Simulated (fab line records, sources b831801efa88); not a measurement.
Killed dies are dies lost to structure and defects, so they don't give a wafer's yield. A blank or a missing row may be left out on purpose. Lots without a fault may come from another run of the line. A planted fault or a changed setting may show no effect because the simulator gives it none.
Problem report in the 8D (eight disciplines) form, filled by code | flow gf180mcu | the parts of the form that need people (team, actions taken, sign-off) are left out

1. THE PROBLEM
cathode_dc_power_W at GF_V3_SPUTTER_22 reads a mean of 3137.7 W on 6 wafers of 2 lots; wafers without a fault read 4000.0 W with a standard deviation of 0.68. That is -99 or more standard deviations from the usual mean.
The step: material TiN, target thk 10 nm, time 40 s.
First seen on wafer L329.4, day 26 12:50, on pvd_sputter-01. The record holds 18 wafers of 6 lots with a number at this step. Rule for "out", or "out of limits": more than 4 standard deviations from the usual mean. The other wafers with a number count as sound.

2. WHAT IT IS AND WHAT IT IS NOT
question                    | is                     | is not
which readings at this step | cathode_dc_power_W     | throttle_valve_pct
which lots                  | L329, L331             | L320, L326, L339, L342
which wafers of those lots  | all that have a number | -
read on which tools         | pvd_sputter-01         | pvd_sputter-03, pvd_sputter-04
when                        | from day 26 12:50      | up to then (6 sound wafers); but 6 sound wafers of L339, L342 came after

3. SUSPECTS, AND WHAT RULES EACH OUT
Counting: a tool at a process step up to the reading stays a suspect if it ran every lot that is out and no sound lot after the first of them.
- rie_diel-02 at GF_V3_ETCH_16 (etches BARC in N2/H2): kept. It ran every lot that is out, first L329 (day 26 12:04), and no sound lot after that; its last sound lot up to then is L326 (day 25 13:45).
- rie_diel-02 at GF_V3_ETCH_17 (etches SiO2 in C4F8/O2/Ar, stops on TiN, target depth 635 nm): kept. It ran every lot that is out, first L329 (day 26 12:16), and no sound lot after that; its last sound lot up to then is L326 (day 25 13:55). GF_V3_ETCH_17 gives no start for some lots, so the hours and the order of its lots are those of GF_V3_STRIP_18.
- pvd_sputter-01 at GF_V3_SPUTTER_21 (material Ti, target thk 15 nm, time 80.02 s): kept. It ran every lot that is out, first L329 (day 26 12:46), and no sound lot after that; its last sound lot up to then is L320 (day 23 03:56).
- pvd_sputter-01 at GF_V3_SPUTTER_22 (material TiN, target thk 10 nm, time 40 s): kept. It ran every lot that is out, first L329 (day 26 12:50), and no sound lot after that; its last sound lot up to then is L320 (day 23 04:00). Its own readings are out on those wafers: cathode_dc_power_W.
Left after counting: rie_diel-02 at GF_V3_ETCH_16, rie_diel-02 at GF_V3_ETCH_17, pvd_sputter-01 at GF_V3_SPUTTER_21, pvd_sputter-01 at GF_V3_SPUTTER_22.

4. THE CAUSE (what the simulator had put in)
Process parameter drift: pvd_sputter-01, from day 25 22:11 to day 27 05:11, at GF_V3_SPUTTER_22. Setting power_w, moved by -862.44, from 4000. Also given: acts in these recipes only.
Counting left 4 suspects, and this tool is among them.

5. THE CHAIN OF EFFECTS, in route order
Each row: a reading whose mean over the struck wafers that have a number lies more than 3 standard deviations from the usual. Only readings for which the record gives a usual standard deviation are gone through. hours: the time from each lot's start at the first step in this table that gives one to its start at this step, as a median over the lots. sigmas: the change in usual standard deviations.
hours | step             | reading            | usual    | on struck wafers | change | sigmas
0     | GF_V3_SPUTTER_22 | cathode_dc_power_W | 4000.0 W | 3137.7           | -862.3 | -99 or more
The process steps in it:
- GF_V3_SPUTTER_22: material TiN, target thk 10 nm, time 40 s.

6. WHAT WOULD HAVE CAUGHT IT SOONER
In this record the first reading out of limits was taken at day 26 12:50, 15 hours after the fault began at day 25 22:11.
